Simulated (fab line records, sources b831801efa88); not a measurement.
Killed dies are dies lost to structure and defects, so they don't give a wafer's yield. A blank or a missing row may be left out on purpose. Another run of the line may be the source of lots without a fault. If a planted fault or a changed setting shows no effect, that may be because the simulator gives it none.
Which of the tools did it? || flow gf180mcu || 6 lots, 18 wafers sampled, at 3 steps of a route of 602

## WHAT EACH GAUGE READ, for each wafer
GF_PASSIVATION_THK_MEAS_01.
{"lot": "L803", "measured": "day 28 06:26", "on": "filmMetro-03", "PASSIVATION_CVD_00_THK (nm)": "995 1023 1021"}
{"lot": "L809", "measured": "day 30 19:55", "on": "filmMetro-03", "PASSIVATION_CVD_00_THK (nm)": "1016 978 1026"}
{"lot": "L813", "measured": "day 31 09:40", "on": "filmMetro-04", "PASSIVATION_CVD_00_THK (nm)": "996 964 1023"}
{"lot": "L818", "measured": "day 32 17:34", "on": "filmMetro-02", "PASSIVATION_CVD_00_THK (nm)": "1099 1119 1123"}
{"lot": "L819", "measured": "day 33 05:56", "on": "filmMetro-04", "PASSIVATION_CVD_00_THK (nm)": "961 980 1021"}
{"lot": "L825", "measured": "day 34 11:25", "on": "filmMetro-02", "PASSIVATION_CVD_00_THK (nm)": "1009 1030 1012"}

## WHICH TOOL RAN EACH LOT (tool, then ch and the chambers of the sampled wafers, then the start)
{"lot": "L803", "GF_TOP_METAL_METAL_ETCH_16": "rieMetal-04 ch 1, day 28 05:29", "GF_PASSIVATION_CVD_00": "pecvd-02 ch 0,1,2, day 28 06:21"}
{"lot": "L809", "GF_TOP_METAL_METAL_ETCH_16": "rieMetal-02 ch 0,1, day 30 19:07", "GF_PASSIVATION_CVD_00": "pecvd-01 ch 0,1,2, day 30 19:50"}
{"lot": "L813", "GF_TOP_METAL_METAL_ETCH_16": "rieMetal-02 ch 0,1, day 31 08:52", "GF_PASSIVATION_CVD_00": "pecvd-03 ch 1,2, day 31 09:35"}
{"lot": "L818", "GF_TOP_METAL_METAL_ETCH_16": "rieMetal-03 ch 0,1, day 32 16:46", "GF_PASSIVATION_CVD_00": "pecvd-02 ch 0,1,2, day 32 17:28"}
{"lot": "L819", "GF_TOP_METAL_METAL_ETCH_16": "rieMetal-04 ch 0,1, day 33 05:07", "GF_PASSIVATION_CVD_00": "pecvd-03 ch 0,1,2, day 33 05:50"}
{"lot": "L825", "GF_TOP_METAL_METAL_ETCH_16": "rieMetal-04 ch 0,1, day 34 10:34", "GF_PASSIVATION_CVD_00": "pecvd-01 ch 1,2, day 34 11:19"}
- GF_TOP_METAL_METAL_ETCH_16: etches the open film in Cl2/BCl3, stops on SiO2, target depth 1197 nm, time 199.5 s.
- GF_PASSIVATION_CVD_00: deposits SiO2 from TEOS, target thk 1000 nm, time 111.95 s.

## THE ANSWER, worked out from the rows above alone
Rule: what is usual is taken from the lots themselves. Put in order of their means at a reading, lots are off if they are a third of the lots or fewer, leave a main group of 4 or more, and stand apart from it by a gap of 3 or more times the standard deviation of the main group's means; of several such gaps the widest counts. Not used: any main group whose means are identical at the precision the tables above print for the reading. Also off: a lot with no number at a reading for which 4 or more lots have one. Any other lot the step has rows for is counted as sound.
Off: at GF_PASSIVATION_THK_MEAS_01 (PASSIVATION_CVD_00_THK), L818. The main group: mean 1004 nm, standard deviation 11.
A tool fits if, at a process step before that reading, it ran every lot that is off, and no sound lot after the first of them. Those tools and the gauges at GF_PASSIVATION_THK_MEAS_01 are tried in the same way. 2 tools fit, rieMetal-03 at GF_TOP_METAL_METAL_ETCH_16 and pecvd-02 at GF_PASSIVATION_CVD_00, so this cannot tell which one it is.

## WHAT THE SIMULATOR HAD PUT IN
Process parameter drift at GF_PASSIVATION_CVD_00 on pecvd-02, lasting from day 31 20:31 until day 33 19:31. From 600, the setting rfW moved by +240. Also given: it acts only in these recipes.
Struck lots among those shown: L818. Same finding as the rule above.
